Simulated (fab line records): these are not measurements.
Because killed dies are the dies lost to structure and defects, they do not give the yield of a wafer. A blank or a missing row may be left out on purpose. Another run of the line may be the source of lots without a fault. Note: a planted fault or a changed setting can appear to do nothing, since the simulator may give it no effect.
fab line records | flow sky130
[record] lots = 7 | wafers = 21 | last-day = 50
route steps=708 shown VT_ADJUST_HVTP@93 VT_ADJUST_LVTN@97 PAD_OPEN@708
lots untouched by any fault: they come from a run of this same line in which no faults occurred
start-h: hours from the record's first day to the start of the lot's first wafer shown | wait-h: how many hours have passed since the lot's step before this one | " the same as in the row above | L1.1+2: a single row standing in for several wafers | - no value, or no start given | * or withheld: withheld | < > ~ a bound
route shown NAME@n: a module of which the file shows steps, and the number in the route of the first | usual: mean/standard deviation taken from wafers without a fault | same: alike in all rows | chamber/n: place in a boat | sites: per-site readings | _std_site: how widely they spread, as a standard deviation | _edge_site: outer sites' mean less inner sites' | radius-mm: for every site, how far away it sits from the centre of the wafer | mask NAME#n: copy n | behind: the most recent tool/chamber to have shaped the wafer | hold: cause of the lot's hold/its duration in hours/its outcome | device: the n, p or np transistor that did not switch | end of line: tests of these same wafers at the route's end | a step with no rows: only its recipe | killed: at the first sort, the dies lost to defects and structure; wafer yield is something else | map: a wafer's dies, marking killed ones x, the rest . and places with no die _
set.NAME: the setting as run; set.NAME@STEP: as run at that earlier step | model.NAME: the simulator's own value behind a step, which no gauge read
lots at some steps of the route; a table a step, a row a wafer
services: when a tool's chamber went out of use (start-h, in hours from the record's first day, below 0 if earlier), for how many hours, and the reason
[[steps]]
[step SKY_VT_ADJUST_HVTP_OVL_MEAS_08]
[usual] VT_ADJUST_HVTP_OVL = -1.1/1.3
lot.wafer | tool       | chamber | start-h | wait-h | VT_ADJUST_HVTP_OVL[nm]
L145.2    | overlay-02 | -       | 190.34  | 0.1    | -1.6
L145.3    | "          | -       | "       | "      | 1.3
L145.6    | "          | -       | "       | "      | -0.8
L147.1    | overlay-02 | -       | 200.40  | 0.1    | -2.2
L147.5    | "          | -       | "       | "      | -2.0
L147.6    | "          | -       | "       | "      | -2.3
L154.4    | overlay-01 | -       | 234.04  | 0.1    | 0.2
L154.5    | "          | -       | "       | "      | -2.3
L154.6    | "          | -       | "       | "      | 0.0
L155.1    | overlay-01 | -       | 247.45  | 0.1    | 0.3
L155.3    | "          | -       | "       | "      | -0.1
L155.6    | "          | -       | "       | "      | 0.2
L156.1    | overlay-02 | -       | 252.13  | 0.1    | -0.4
L156.2    | "          | -       | "       | "      | -0.9
L156.6    | "          | -       | "       | "      | -1.8
L158.1    | overlay-01 | -       | 264.07  | 0.1    | -0.8
L158.5    | "          | -       | "       | "      | -0.5
L158.6    | "          | -       | "       | "      | 2.5
L159.1    | overlay-01 | -       | 268.62  | 0.1    | -1.2
L159.3    | "          | -       | "       | "      | 0.0
L159.4    | "          | -       | "       | "      | -2.8
[step SKY_VT_ADJUST_HVTP_IMPLANT_09]
[recipe] species = As | energy-kev = 150 | dose-cm2 = 4.3e+12 | tilt-deg = withheld
[step SKY_VT_ADJUST_HVTP_STRIP_10]
[recipe] chemistry = O2/N2 | power-w = 1400 | pressure-mtorr = 1500 | platen-temp-c = withheld | o2-flow-sccm = 3000 | n2-flow-sccm = 300 | overash-fraction = 0.5
[usual] drypump-motor-current-A = 5.7/0.58 | oes-product-au = 0.716/0.0041 | strip-time-to-endpoint-s = 14.17/0.034
lot.wafer | tool            | chamber | start-h | wait-h | drypump-motor-current-A | oes-product-au | rf-hours-counter-h | strip-time-to-endpoint-s
L145.2    | plasma-asher-01 | 1       | 190.52  | 0.1    | 6.3                     | 0.715          | 38                 | 14.15
L145.3    | "               | 1       | "       | "      | 6.3                     | 0.725          | -                  | 14.14
L145.6    | "               | 1       | "       | "      | 6.3                     | 0.709          | -                  | 14.18
L147.1    | plasma-asher-02 | 1       | 200.58  | 0.1    | 5.8                     | 0.713          | 51                 | 14.13
L147.5    | "               | 1       | "       | "      | 5.8                     | 0.718          | -                  | 14.16
L147.6    | "               | 0       | "       | "      | 6.0                     | 0.717          | -                  | 14.15
L154.4    | plasma-asher-02 | 0       | 234.24  | 0.1    | 6.0                     | 0.718          | -                  | 14.29
L154.5    | "               | 0       | "       | "      | 6.0                     | 0.716          | -                  | 14.21
L154.6    | "               | 1       | "       | "      | 5.8                     | 0.712          | -                  | 14.17
L155.1    | plasma-asher-01 | 1       | 247.63  | 0.1    | 6.3                     | 0.714          | 43                 | 14.16
L155.3    | "               | 1       | "       | "      | 6.3                     | 0.711          | -                  | 14.16
L155.6    | "               | 0       | "       | "      | 5.2                     | 0.713          | -                  | 14.15
L156.1    | plasma-asher-01 | 0       | 252.32  | 0.1    | 5.1                     | 0.716          | 43                 | 14.20
L156.2    | "               | 1       | "       | "      | 6.3                     | 0.711          | 43                 | 14.15
L156.6    | "               | 1       | "       | "      | 6.3                     | 0.713          | -                  | 14.20
L158.1    | plasma-asher-02 | 0       | 264.25  | 0.1    | 6.0                     | 0.713          | 57                 | 14.13
L158.5    | "               | 0       | "       | "      | 6.0                     | 0.714          | -                  | 14.15
L158.6    | "               | 1       | "       | "      | 5.8                     | 0.713          | -                  | 14.17
L159.1    | plasma-asher-04 | 1       | 268.80  | 0.1    | 6.2                     | 0.716          | 15                 | 14.21
L159.3    | "               | 0       | "       | "      | 4.8                     | 0.717          | -                  | 14.14
L159.4    | "               | 1       | "       | "      | 6.2                     | 0.724          | -                  | 14.15
[step SKY_VT_ADJUST_HVTP_TW_MEAS_11]
[usual] VT_ADJUST_HVTP_TW = 1355/9.3
lot.wafer | tool          | chamber | start-h | wait-h | VT_ADJUST_HVTP_TW
L145.2    | film-metro-02 | -       | 190.63  | 0.1    | 1360
L145.3    | "             | -       | "       | "      | 1359
L145.6    | "             | -       | "       | "      | 1368
L147.1    | film-metro-03 | -       | 200.68  | 0.1    | 1355
L147.5    | "             | -       | "       | "      | 1354
L147.6    | "             | -       | "       | "      | 1356
L154.4    | film-metro-01 | -       | 234.33  | 0.1    | 1342
L154.5    | "             | -       | "       | "      | 1342
L154.6    | "             | -       | "       | "      | 1343
L155.1    | film-metro-02 | -       | 247.73  | 0.1    | 1359
L155.3    | "             | -       | "       | "      | 1365
L155.6    | "             | -       | "       | "      | 1368
L156.1    | film-metro-01 | -       | 252.42  | 0.1    | 1349
L156.2    | "             | -       | "       | "      | 1348
L156.6    | "             | -       | "       | "      | 1355
L158.1    | film-metro-01 | -       | 264.35  | 0.1    | 1356
L158.5    | "             | -       | "       | "      | 1346
L158.6    | "             | -       | "       | "      | 1349
L159.1    | film-metro-01 | -       | 268.90  | 0.1    | 1351
L159.3    | "             | -       | "       | "      | 1351
L159.4    | "             | -       | "       | "      | 1351
[step SKY_VT_ADJUST_LVTN_DEHYDRATE_00]
[recipe] temp-c = 200 | time-s = 60
[step SKY_VT_ADJUST_LVTN_HMDS_01]
[recipe] prime-time-s = 60 | prime-temp-c = 120
[step SKY_VT_ADJUST_LVTN_COAT_02]
[recipe] spin-rpm = 2000 | resist-thk-nm = 3000
[step SKY_VT_ADJUST_LVTN_SOFTBAKE_03]
[recipe] temp-c = 110 | time-s = withheld
[step SKY_VT_ADJUST_LVTN_EXPOSE_04]
[recipe] mask-id = NWM_COMPLEMENT_LESS_NATIVE | na = 0.6 | source-shape = conventional | sigma-outer = 0.6 | polarization = unpolarized | target-cd-nm = 840 | dose-mj = 194
[step SKY_VT_ADJUST_LVTN_PEB_05]
[recipe] temp-c = 115 | time-s = withheld
[step SKY_VT_ADJUST_LVTN_DEVELOP_06]
[recipe] wall-angle-deg = 90 | developer = TMAH | develop-time-s = 60 | dev-temp-c = 23
[step SKY_VT_ADJUST_LVTN_OVL_MEAS_07]
[usual] VT_ADJUST_LVTN_OVL = -0.3/1.2
lot.wafer | tool       | chamber | start-h | wait-h | VT_ADJUST_LVTN_OVL[nm]
L145.2    | overlay-01 | -       | 211.34  | -      | -0.7
L145.3    | "          | -       | "       | "      | 0.6
L145.6    | "          | -       | "       | "      | 0.9
L147.1    | overlay-02 | -       | 222.61  | -      | 0.3
L147.5    | "          | -       | "       | "      | -2.2
L147.6    | "          | -       | "       | "      | -1.6
L154.4    | overlay-02 | -       | 257.50  | -      | 1.0
L154.5    | "          | -       | "       | "      | 1.2
L154.6    | "          | -       | "       | "      | -0.5
L155.1    | overlay-01 | -       | 272.21  | -      | -1.4
L155.3    | "          | -       | "       | "      | -3.6
L155.6    | "          | -       | "       | "      | -2.8
L156.1    | overlay-01 | -       | 276.63  | -      | -0.3
L156.2    | "          | -       | "       | "      | -1.2
L156.6    | "          | -       | "       | "      | 0.0
L158.1    | overlay-01 | -       | 288.48  | -      | 0.2
L158.5    | "          | -       | "       | "      | -0.6
L158.6    | "          | -       | "       | "      | 0.2
L159.1    | overlay-01 | -       | 293.70  | -      | 0.9
L159.3    | "          | -       | "       | "      | -0.2
L159.4    | "          | -       | "       | "      | -0.1
[step SKY_VT_ADJUST_LVTN_IMPLANT_08]
[recipe] species = B | energy-kev = 30 | dose-cm2 = 1.57e+12 | tilt-deg = withheld
[usual] dose-ions-cm2 = 1.5699e+12/1.9e+09 | faraday-current-uA = 8.86/0.18
lot.wafer | tool         | chamber | start-h | wait-h | dose-ions-cm2 | faraday-current-uA
L145.2    | implanter-03 | 0       | 211.40  | 0.0    | 1.5681e+12    | 8.54
L145.3    | "            | 0       | "       | "      | 1.5678e+12    | 8.88
L145.6    | "            | 0       | "       | "      | 1.5734e+12    | 9.15
L147.1    | implanter-04 | 0       | 222.65  | 0.0    | 1.5727e+12    | 8.65
L147.5    | "            | 0       | "       | "      | 1.5739e+12    | 8.99
L147.6    | "            | 0       | "       | "      | 1.5695e+12    | 9.19
L154.4    | implanter-04 | 0       | 257.60  | 0.1    | 7.698e+11     | 4.36
L154.5    | "            | 0       | "       | "      | 7.711e+11     | 4.26
L154.6    | "            | 0       | "       | "      | 7.703e+11     | 4.31
L155.1    | implanter-04 | 0       | 272.25  | 0.0    | 7.71e+11      | 4.41
L155.3    | "            | 0       | "       | "      | 7.735e+11     | 4.29
L155.6    | "            | 0       | "       | "      | 7.704e+11     | 4.41
L156.1    | implanter-04 | 0       | 276.67  | 0.0    | 7.702e+11     | 4.29
L156.2    | "            | 0       | "       | "      | 7.7e+11       | 4.24
L156.6    | "            | 0       | "       | "      | 7.671e+11     | 4.28
L158.1    | implanter-03 | 0       | 288.52  | 0.0    | 1.571e+12     | 8.83
L158.5    | "            | 0       | "       | "      | 1.5685e+12    | 8.91
L158.6    | "            | 0       | "       | "      | 1.5703e+12    | 8.94
L159.1    | implanter-03 | 0       | 293.73  | 0.0    | 1.5681e+12    | 8.86
L159.3    | "            | 0       | "       | "      | 1.5671e+12    | 9.02
L159.4    | "            | 0       | "       | "      | 1.5712e+12    | 8.69
[step SKY_VT_ADJUST_LVTN_STRIP_09]
[recipe] chemistry = O2/N2 | power-w = 1400 | pressure-mtorr = 1500 | platen-temp-c = withheld | o2-flow-sccm = 3000 | n2-flow-sccm = 300 | overash-fraction = 0.5
[usual] drypump-motor-current-A = 5.5/0.61 | oes-product-au = 0.721/0.0047 | strip-time-to-endpoint-s = 36.91/0.097
lot.wafer | tool            | chamber | start-h | wait-h | drypump-motor-current-A | oes-product-au | rf-hours-counter-h | strip-time-to-endpoint-s
L145.2    | plasma-asher-04 | 1       | 211.52  | 0.1    | 6.2                     | 0.719          | 9                  | 37.08
L145.3    | "               | 1       | "       | "      | 6.2                     | 0.724          | -                  | 37.15
L145.6    | "               | 0       | "       | "      | 4.9                     | 0.721          | -                  | 37.12
L147.1    | plasma-asher-04 | 0       | 222.80  | 0.1    | 4.8                     | 0.720          | 10                 | 36.99
L147.5    | "               | 0       | "       | "      | 4.8                     | 0.716          | -                  | 36.99
L147.6    | "               | 1       | "       | "      | 6.2                     | 0.717          | -                  | 36.98
L154.4    | plasma-asher-04 | 1       | 257.70  | 0.1    | 6.2                     | 0.719          | -                  | 36.92
L154.5    | "               | 1       | "       | "      | 6.2                     | 0.727          | -                  | 37.03
L154.6    | "               | 0       | "       | "      | 4.9                     | 0.717          | -                  | 37.07
L155.1    | plasma-asher-04 | 1       | 272.40  | 0.1    | 6.2                     | 0.713          | 15                 | 36.98
L155.3    | "               | 0       | "       | "      | 4.9                     | 0.718          | -                  | 36.93
L155.6    | "               | 1       | "       | "      | 6.2                     | 0.720          | -                  | 36.92
L156.1    | plasma-asher-03 | 0       | 276.82  | 0.1    | 4.8                     | 0.728          | 62                 | 36.84
L156.2    | "               | 1       | "       | "      | 5.8                     | 0.722          | 62                 | 36.85
L156.6    | "               | 1       | "       | "      | 5.8                     | 0.720          | -                  | 36.87
L158.1    | plasma-asher-04 | 1       | 288.67  | 0.1    | 6.2                     | 0.725          | 17                 | 37.00
L158.5    | "               | 0       | "       | "      | 4.9                     | 0.719          | -                  | 36.94
L158.6    | "               | 1       | "       | "      | 6.2                     | 0.720          | -                  | 36.89
L159.1    | plasma-asher-01 | 1       | 293.88  | 0.1    | 6.3                     | 0.712          | 47                 | 36.89
L159.3    | "               | 1       | "       | "      | 6.2                     | 0.721          | -                  | 36.82
L159.4    | "               | 0       | "       | "      | 5.2                     | 0.714          | -                  | 36.86
[step SKY_VT_ADJUST_LVTN_TW_MEAS_10]
[usual] VT_ADJUST_LVTN_TW = 241.8/1.7
lot.wafer | tool          | chamber | start-h | wait-h | VT_ADJUST_LVTN_TW
L145.2    | film-metro-01 | -       | 211.63  | 0.1    | 238.7
L145.3    | "             | -       | "       | "      | 239.6
L145.6    | "             | -       | "       | "      | 239.7
L147.1    | film-metro-01 | -       | 222.90  | 0.1    | 240.0
L147.5    | "             | -       | "       | "      | 240.3
L147.6    | "             | -       | "       | "      | 239.5
L154.4    | film-metro-04 | -       | 257.80  | 0.1    | 198.7
L154.5    | "             | -       | "       | "      | 199.5
L154.6    | "             | -       | "       | "      | 197.8
L155.1    | film-metro-02 | -       | 272.50  | 0.1    | 198.3
L155.3    | "             | -       | "       | "      | 197.9
L155.6    | "             | -       | "       | "      | 198.1
L156.1    | film-metro-01 | -       | 276.92  | 0.1    | 196.3
L156.2    | "             | -       | "       | "      | 196.7
L156.6    | "             | -       | "       | "      | 196.4
L158.1    | film-metro-04 | -       | 288.77  | 0.1    | 244.2
L158.5    | "             | -       | "       | "      | 242.5
L158.6    | "             | -       | "       | "      | 244.9
L159.1    | film-metro-01 | -       | 293.98  | 0.1    | 242.3
L159.3    | "             | -       | "       | "      | 241.1
L159.4    | "             | -       | "       | "      | 240.6
[step SKY_VT_ADJUST_LVTN_DEHYDRATE_11]
[recipe] temp-c = 200 | time-s = 60
[step SKY_PAD_OPEN_PROBE_99]
[usual] killed_at_M0_to_M3 = 44/7.5 | killed_at_M4_up = 2.9/1.8 | killed-at-contacts = 24/5.1 | killed-at-front-end = 16/4.7 | killed-at-other = 0.3/0.46 | killed-dies = 87/9.9 | killed-on-rim = 17/4.5 | killed-open = 47/8 | killed-short = 39/6.3
[same] gross-dies = 492 | killed-at-back-side = 0
lot.wafer | tool      | chamber | start-h | wait-h | killed_at_M0_to_M3 | killed_at_M4_up | killed-at-contacts | killed-at-front-end | killed-at-other | killed-dies | killed-on-rim | killed-open | killed-short | model.etest.nfet_01v8_lvt.drive-ua-um | model.etest.nfet_01v8_swapped.off-log10-a-um | model.etest.nfet_01v8.off-log10-a-um | model.etest.nfet_01v8_turned.off-log10-a-um | model.etest.nfet_01v8_lvt.vt-sat-v | model.etest.nfet_01v8_lvt.vt-v | model.etest.nfet_01v8.vt-sat-v | model.etest.nfet_01v8_swapped.vt-sat-v
L145.2    | prober-01 | -       | 1147.57 | 0.1    | 45                 | 2               | 25                 | 18                  | 0               | 90          | 15            | 48          | 42           | 574.3                                 | -13.43                                       | -13.24                               | -13.39                                      | 0.538                              | 0.6132                         | 0.6483                         | 0.6478
L145.3    | prober-01 | -       | 1147.62 | 0.2    | 33                 | 3               | 28                 | 16                  | 0               | 80          | 14            | 36          | 44           | 564.4                                 | -13.38                                       | -13.28                               | -13.45                                      | 0.5498                             | 0.617                          | 0.6579                         | 0.6552
L145.6    | prober-01 | -       | 1147.77 | 0.2    | 44                 | 2               | 18                 | 16                  | 0               | 80          | 17            | 41          | 39           | 569.7                                 | -13.46                                       | -13.32                               | -13.51                                      | 0.5473                             | 0.6158                         | 0.6552                         | 0.656
L147.1    | prober-02 | -       | 1154.20 | 0.1    | 38                 | 0               | 17                 | 11                  | 0               | 66          | 13            | 45          | 21           | 577                                   | -13.38                                       | -13.35                               | -13.31                                      | 0.5431                             | 0.6163                         | 0.6498                         | 0.6554
L147.5    | prober-02 | -       | 1154.40 | 0.2    | 32                 | 3               | 18                 | 24                  | 0               | 77          | 12            | 42          | 34           | 570.1                                 | -13.37                                       | -13.27                               | -13.41                                      | 0.5396                             | 0.6158                         | 0.6534                         | 0.651
L147.6    | prober-02 | -       | 1154.45 | 0.2    | 40                 | 6               | 22                 | 18                  | 0               | 86          | 20            | 46          | 40           | 571.4                                 | -13.32                                       | -13.31                               | -13.39                                      | 0.5378                             | 0.609                          | 0.6487                         | 0.6519
L154.4    | prober-01 | -       | 1174.62 | 0.2    | 37                 | 6               | 27                 | 23                  | 0               | 93          | 31            | 51          | 42           | 598.9                                 | -13.16                                       | -13.21                               | -13.28                                      | 0.5054                             | 0.5959                         | 0.6316                         | 0.6356
L154.5    | prober-01 | -       | 1174.67 | 0.2    | 35                 | 3               | 23                 | 25                  | 0               | 86          | 9             | 43          | 42           | 597.5                                 | -13.2                                        | -13.3                                | -13.29                                      | 0.5098                             | 0.6011                         | 0.6369                         | 0.6433
L154.6    | prober-01 | -       | 1174.72 | 0.2    | 38                 | 2               | 25                 | 19                  | 0               | 84          | 16            | 49          | 35           | 596.6                                 | -13.25                                       | -13.34                               | -13.35                                      | 0.5067                             | 0.598                          | 0.6386                         | 0.644
L155.1    | prober-02 | -       | 1184.60 | 0.1    | 40                 | 2               | 24                 | 11                  | 0               | 77          | 15            | 38          | 37           | 601.9                                 | -13.15                                       | -13.16                               | -13.2                                       | 0.4897                             | 0.5897                         | 0.6252                         | 0.6272
L155.3    | prober-02 | -       | 1184.70 | 0.2    | 35                 | 3               | 22                 | 16                  | 0               | 76          | 6             | 39          | 35           | 581.1                                 | -13.22                                       | -13.22                               | -13.24                                      | 0.4975                             | 0.6026                         | 0.6341                         | 0.641
L155.6    | prober-02 | -       | 1184.85 | 0.2    | 40                 | 4               | 26                 | 8                   | 0               | 78          | 16            | 48          | 30           | 592.6                                 | -13.33                                       | -13.23                               | -13.22                                      | 0.4943                             | 0.5961                         | 0.6372                         | 0.6409
L156.1    | prober-01 | -       | 1190.65 | 0.1    | 46                 | 1               | 30                 | 21                  | 0               | 98          | 23            | 57          | 41           | 574.5                                 | -13.41                                       | -13.14                               | -13.42                                      | 0.5163                             | 0.6076                         | 0.6467                         | 0.6571
L156.2    | prober-01 | -       | 1190.70 | 0.1    | 55                 | 2               | 30                 | 14                  | 1               | 102         | 21            | 56          | 46           | 565.3                                 | -13.4                                        | -13.32                               | -13.32                                      | 0.5175                             | 0.6073                         | 0.6456                         | 0.6531
L156.6    | prober-01 | -       | 1190.90 | 0.2    | 62                 | 7               | 28                 | 14                  | 0               | 111         | 21            | 65          | 46           | 590.2                                 | -13.35                                       | -13.42                               | -13.27                                      | 0.5138                             | 0.6015                         | 0.6463                         | 0.6491
L158.1    | prober-01 | -       | 1196.67 | 0.1    | 32                 | 1               | 26                 | 11                  | 0               | 70          | 12            | 39          | 31           | 547.7                                 | -13.38                                       | -13.32                               | -13.38                                      | 0.5561                             | 0.6208                         | 0.6595                         | 0.663
L158.5    | prober-01 | -       | 1196.87 | 0.2    | 41                 | 2               | 29                 | 17                  | 0               | 89          | 17            | 53          | 35           | 578.7                                 | -13.26                                       | -13.31                               | -13.3                                       | 0.5386                             | 0.6051                         | 0.6406                         | 0.6428
L158.6    | prober-01 | -       | 1196.92 | 0.2    | 43                 | 6               | 28                 | 15                  | 1               | 93          | 16            | 48          | 44           | 569.3                                 | -13.41                                       | -13.35                               | -13.31                                      | 0.5488                             | 0.615                          | 0.6513                         | 0.6523
L159.1    | prober-02 | -       | 1198.20 | 0.1    | 56                 | 1               | 22                 | 24                  | 0               | 103         | 25            | 61          | 42           | 578.8                                 | -13.37                                       | -13.28                               | -13.43                                      | 0.538                              | 0.6099                         | 0.6459                         | 0.65
L159.3    | prober-02 | -       | 1198.30 | 0.2    | 34                 | 2               | 28                 | 25                  | 0               | 89          | 18            | 49          | 39           | 566.8                                 | -13.35                                       | -13.34                               | -13.37                                      | 0.5388                             | 0.617                          | 0.6509                         | 0.6578
L159.4    | prober-02 | -       | 1198.35 | 0.2    | 42                 | 6               | 27                 | 18                  | 1               | 94          | 18            | 43          | 50           | 555.2                                 | -13.47                                       | -13.31                               | -13.35                                      | 0.5475                             | 0.6169                         | 0.6567                         | 0.6625
// killed by level:class
L145.2 CONTACT:geometric-particle:open=11 VIA1:geometric-particle:open=9 VIA2:geometric-particle:open=8 VIA3:geometric-particle:open=7 POLY_GATE:geometric-particle:short=6 METAL1:geometric-particle:short=6 VIA1:geometric-particle:short=6 LI_CONTACT:geometric-particle:open=5
L145.3 CONTACT:geometric-particle:short=10 CONTACT:geometric-particle:open=8 METAL2:geometric-particle:short=6 VIA2:geometric-particle:open=6 VIA1:geometric-particle:open=5 FIELD_ISO:geometric-particle:open=4 POLY_GATE:geometric-particle:short=4 LI_CONTACT:geometric-particle:short=4
L145.6 VIA1:geometric-particle:short=8 VIA2:geometric-particle:open=6 VIA1:geometric-particle:open=6 FIELD_ISO:geometric-particle:open=5 LI_CONTACT:geometric-particle:open=5 LOCAL_INTERCONNECT:geometric-particle:short=5 CONTACT:geometric-particle:open=5 METAL2:geometric-particle:short=5
L147.1 VIA1:geometric-particle:open=10 VIA2:geometric-particle:open=8 CONTACT:geometric-particle:open=7 VIA3:geometric-particle:open=7 FIELD_ISO:geometric-particle:short=4 LI_CONTACT:geometric-particle:open=4 VIA1:geometric-particle:short=4 LOCAL_INTERCONNECT:geometric-particle:short=3
L147.5 CONTACT:geometric-particle:open=7 VIA1:geometric-particle:open=7 FIELD_ISO:geometric-particle:open=6 VIA3:geometric-particle:short=6 VIA3:geometric-particle:open=6 FIELD_ISO:geometric-particle:short=5 LI_CONTACT:geometric-particle:open=5 POLY_GATE:geometric-particle:short=4
L147.6 VIA1:geometric-particle:open=9 CONTACT:geometric-particle:open=9 POLY_GATE:geometric-particle:short=6 VIA2:geometric-particle:open=6 VIA3:geometric-particle:open=6 LOCAL_INTERCONNECT:geometric-particle:short=5 METAL1:geometric-particle:short=5 FIELD_ISO:geometric-particle:open=4
L154.4 CONTACT:geometric-particle:open=11 POLY_GATE:geometric-particle:short=8 VIA3:geometric-particle:open=7 LI_CONTACT:geometric-particle:open=6 POLY_GATE:geometric-particle:open=5 METAL1:geometric-particle:short=5 VIA1:geometric-particle:open=5 FIELD_ISO:geometric-particle:open=4
L154.5 POLY_GATE:geometric-particle:short=10 VIA1:geometric-particle:open=8 LI_CONTACT:geometric-particle:open=8 FIELD_ISO:geometric-particle:short=7 VIA2:geometric-particle:open=7 CONTACT:geometric-particle:open=6 CONTACT:geometric-particle:short=5 VIA3:geometric-particle:open=4
L154.6 VIA1:geometric-particle:open=13 CONTACT:geometric-particle:open=8 LI_CONTACT:geometric-particle:open=6 FIELD_ISO:geometric-particle:short=5 POLY_GATE:geometric-particle:short=5 LOCAL_INTERCONNECT:geometric-particle:short=5 VIA2:geometric-particle:open=5 FIELD_ISO:geometric-particle:open=4
L155.1 CONTACT:geometric-particle:open=9 VIA1:geometric-particle:open=8 LOCAL_INTERCONNECT:geometric-particle:short=6 LI_CONTACT:geometric-particle:open=5 METAL2:geometric-particle:short=5 METAL3:geometric-particle:short=5 VIA1:geometric-particle:short=4 FIELD_ISO:geometric-particle:open=3
L155.3 VIA3:geometric-particle:open=9 CONTACT:geometric-particle:open=7 VIA1:geometric-particle:open=7 LOCAL_INTERCONNECT:geometric-particle:short=6 LI_CONTACT:geometric-particle:open=5 VIA1:geometric-particle:short=4 FIELD_ISO:geometric-particle:short=3 FIELD_ISO:geometric-particle:open=3
L155.6 CONTACT:geometric-particle:open=10 VIA1:geometric-particle:open=10 VIA2:geometric-particle:open=10 LI_CONTACT:geometric-particle:open=6 METAL2:geometric-particle:short=5 LI_CONTACT:geometric-particle:short=3 LOCAL_INTERCONNECT:geometric-particle:short=3 METAL1:geometric-particle:short=3
L156.1 CONTACT:geometric-particle:open=12 VIA1:geometric-particle:open=11 LI_CONTACT:geometric-particle:open=8 POLY_GATE:geometric-particle:short=7 POLY_GATE:geometric-particle:open=6 VIA3:geometric-particle:open=6 FIELD_ISO:geometric-particle:open=5 CONTACT:geometric-particle:short=5
L156.2 CONTACT:geometric-particle:open=15 VIA1:geometric-particle:open=12 LI_CONTACT:geometric-particle:open=8 METAL2:geometric-particle:short=8 METAL1:geometric-particle:short=7 VIA2:geometric-particle:open=7 POLY_GATE:geometric-particle:short=6 VIA1:geometric-particle:short=6
L156.6 CONTACT:geometric-particle:open=14 VIA1:geometric-particle:open=13 VIA3:geometric-particle:open=12 VIA1:geometric-particle:short=10 METAL1:geometric-particle:short=7 LI_CONTACT:geometric-particle:open=5 LOCAL_INTERCONNECT:geometric-particle:short=5 FIELD_ISO:geometric-particle:open=4
L158.1 CONTACT:geometric-particle:open=9 VIA1:geometric-particle:open=7 VIA3:geometric-particle:short=6 LOCAL_INTERCONNECT:geometric-particle:short=5 VIA3:geometric-particle:open=5 LI_CONTACT:geometric-particle:short=4 LOCAL_INTERCONNECT:geometric-particle:open=4 FIELD_ISO:geometric-particle:short=3
L158.5 VIA1:geometric-particle:open=11 LI_CONTACT:geometric-particle:open=10 CONTACT:geometric-particle:open=6 VIA2:geometric-particle:open=6 LOCAL_INTERCONNECT:geometric-particle:short=5 METAL2:geometric-particle:short=5 VIA3:geometric-particle:open=5 FIELD_ISO:geometric-particle:short=4
L158.6 CONTACT:geometric-particle:open=10 VIA3:geometric-particle:open=10 VIA1:geometric-particle:open=9 LOCAL_INTERCONNECT:geometric-particle:short=7 FIELD_ISO:geometric-particle:short=5 METAL1:geometric-particle:short=5 VIA2:geometric-particle:short=5 METAL4:geometric-particle:short=4
L159.1 CONTACT:geometric-particle:open=14 VIA1:geometric-particle:open=11 VIA2:geometric-particle:open=10 VIA3:geometric-particle:open=9 POLY_GATE:geometric-particle:short=7 FIELD_ISO:geometric-particle:short=6 VIA2:geometric-particle:short=6 POLY_GATE:geometric-particle:open=5
L159.3 CONTACT:geometric-particle:open=10 FIELD_ISO:geometric-particle:open=8 VIA1:geometric-particle:open=7 VIA3:geometric-particle:open=7 FIELD_ISO:geometric-particle:short=6 METAL1:geometric-particle:short=6 LI_CONTACT:geometric-particle:open=5 VIA2:geometric-particle:open=5
L159.4 VIA1:geometric-particle:open=9 FIELD_ISO:geometric-particle:short=7 LI_CONTACT:geometric-particle:open=7 CONTACT:geometric-particle:short=7 VIA3:geometric-particle:open=6 METAL4:geometric-particle:short=6 CONTACT:geometric-particle:open=5 VIA1:geometric-particle:short=5
[[services]]
tool            | chamber | start-h | hours | kind
plasma-asher-01 | -       | 178.91  | 0.8   | repair
plasma-asher-01 | -       | 191.17  | 1.7   | repair
plasma-asher-02 | -       | 207.31  | 0.4   | repair
plasma-asher-01 | -       | 210.35  | 4.4   | repair
plasma-asher-04 | -       | 233.67  | 2.2   | repair
plasma-asher-02 | -       | 235.32  | 1.4   | repair
plasma-asher-02 | -       | 245.57  | 2.8   | pm
implanter-04    | -       | 247.83  | 2.5   | pm
[[key]]
[first-sign] step = SKY_VT_ADJUST_LVTN_IMPLANT_08 | reading = dose-ions-cm2 | direction = down | sigmas = 99+ | usual = * | struck = *
[effect] step = SKY_VT_ADJUST_LVTN_IMPLANT_08 | reading = faraday-current-uA | direction = down | sigmas = 25 | usual = 8.86 | struck = 4.32
[effect] step = SKY_VT_ADJUST_LVTN_TW_MEAS_10 | reading = VT_ADJUST_LVTN_TW | direction = down | sigmas = 26 | usual = 241.8 | struck = 197.8
[model-effect] step = SKY_PAD_OPEN_PROBE_99 | value = etest.nfet_01v8_lvt.drive-ua-um | without = 564.3 | struck = 588.7
met-at SKY_VT_ADJUST_LVTN_IMPLANT_08
struck-wafers L154.4,L154.5,L154.6,L155.1,L155.3,L155.6,L156.1,L156.2,L156.6
tester-left-out L154,L155,L156
onset-between 222.65 257.60
[fault] kind = process-parameter-drift | tool = implanter-04 | chamber = - | onset-h = 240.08 | steps = SKY_VT_ADJUST_LVTN_IMPLANT_08 | channel = dose-cm2 | offset = * | shape = step | end-h = 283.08 | acts-in = * | stated = *
// tester-left-out: of these lots the tester's yield and bins aren't shown, on N5 and GAA mostly nor the transistor test; their killed dies are dies lost to structure and defects alone, not to doping, threshold or leakage, so they don't give the yield
